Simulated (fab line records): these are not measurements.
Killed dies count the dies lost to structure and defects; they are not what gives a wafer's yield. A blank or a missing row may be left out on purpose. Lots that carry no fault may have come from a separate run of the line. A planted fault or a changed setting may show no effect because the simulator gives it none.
The tool behind it: which one?    flow sky130    39 wafers from 13 lots sampled at 3 of the route's 708 steps

== WHAT EACH GAUGE READ, for each wafer ==
SKY_SONOS_TUNNEL_CD_MEAS_07: target cd 410 nm.
lot   measured      on        cdNm (nm)
L614  day 12 21:17  cdSem-02  409.1 409.2 410.7
L613  day 12 23:24  cdSem-02  410.5 410.3 408.8
L615  day 13 08:17  cdSem-01  407.0 408.9 408.0
L616  day 13 10:05  cdSem-01  408.6 409.7 407.7
L617  day 13 15:02  cdSem-01  412.8 412.2 413.7
L621  day 15 08:01  cdSem-02  408.0 407.7 410.8
L622  day 15 09:22  cdSem-02  410.8 407.6 407.8
L624  day 16 11:44  cdSem-01  411.5 410.5 410.9
L625  day 16 17:14  cdSem-01  409.8 411.1 410.1
L627  day 17 10:25  cdSem-02  411.6 413.0 412.1
L632  day 18 21:55  cdSem-01  409.8 408.5 409.2
L633  day 19 09:20  cdSem-01  410.9 410.7 409.4
L634  day 19 17:46  cdSem-02  405.4 405.6 405.7

SKY_SONOS_ONO_THK_MEAS_03.
lot   measured      on            SONOS_ONO_CVD_02_THK (nm)
L614  day 13 01:33  filmMetro-03  10.46 10.50 10.50
L613  day 13 03:58  filmMetro-02  10.67 10.44 10.53
L615  day 13 13:26  filmMetro-03  10.53 10.63 10.53
L616  day 13 13:26  filmMetro-02  10.69 10.73 10.74
L617  day 13 19:19  filmMetro-01  10.43 10.50 10.32
L621  day 15 11:20  filmMetro-03  10.42 10.42 10.46
L622  day 15 20:08  filmMetro-01  10.58 10.45 10.40
L624  day 16 17:23  filmMetro-03  10.39 10.51 10.38
L625  day 17 00:07  filmMetro-02  10.81 10.69 10.80
L627  day 17 14:34  filmMetro-03  10.47 10.36 10.36
L632  day 19 04:09  filmMetro-03  10.49 10.62 10.58
L633  day 19 12:26  filmMetro-03  10.49 10.48 10.28
L634  day 20 09:39  filmMetro-02  10.57 10.65 10.71

SKY_GATE_OXIDE_THK_MEAS_02.
lot   measured      on            GATE_OXIDE_OXIDATION_00_THK (nm)
L614  day 14 07:15  filmMetro-01  10.07 10.16 10.27
L613  day 14 10:19  filmMetro-04  10.21 10.03 9.99
L615  day 14 20:23  filmMetro-04  10.36 10.25 10.24
L616  day 14 20:23  filmMetro-03  9.96 10.13 10.18
L617  day 15 02:12  filmMetro-01  10.16 10.25 10.16
L621  day 16 22:59  filmMetro-03  10.36 10.23 10.29
L622  day 17 04:53  filmMetro-01  10.01 10.16 10.15
L624  day 18 01:55  filmMetro-03  10.15 9.88 10.07
L625  day 18 08:17  filmMetro-04  10.11 10.09 10.13
L627  day 19 02:43  filmMetro-04  10.11 10.18 10.17
L632  day 20 14:30  filmMetro-03  10.47 10.60 10.41
L633  day 20 20:52  filmMetro-01  9.97 10.05 10.14
L634  day 21 19:28  filmMetro-04  10.18 10.36 10.10

== WHICH TOOL RAN EACH LOT (tool, then ch and the chambers of the sampled wafers, then the start) ==
The record holds no process step before these readings.

== AS READ BY THE TOOLS THEMSELVES (means over the sampled wafers that have a number; for cases with no such wafer, the mark the record gives instead) ==
The record holds no such reading with a usual standard deviation.

== THE ANSWER, worked out from the rows above alone ==
Rule: usual is defined by the lots themselves. Put in order of their means at a reading, lots are off if they are a third of the lots or fewer, leave a main group of 4 or more, and stand apart from it by a gap of 3 or more times the standard deviation of the main group's means; of several such gaps the widest counts. If all means in a main group match to the digits the tables above print for the reading, that group is not used. A lot without any number at a reading at which 4 lots or more have one is off too. All remaining lots with rows at the step are treated as sound. The gauges are gone through in route order, then the tools' own readings, and for those a lot's mean is taken as printed above. The first step at which some lot is off is used, and at that step the reading that is off furthest; a lot without a number counts as furthest.
No lot is off on any of the readings shown, so nothing can be concluded from this.

== WHAT WAS PUT IN BY THE SIMULATOR ==
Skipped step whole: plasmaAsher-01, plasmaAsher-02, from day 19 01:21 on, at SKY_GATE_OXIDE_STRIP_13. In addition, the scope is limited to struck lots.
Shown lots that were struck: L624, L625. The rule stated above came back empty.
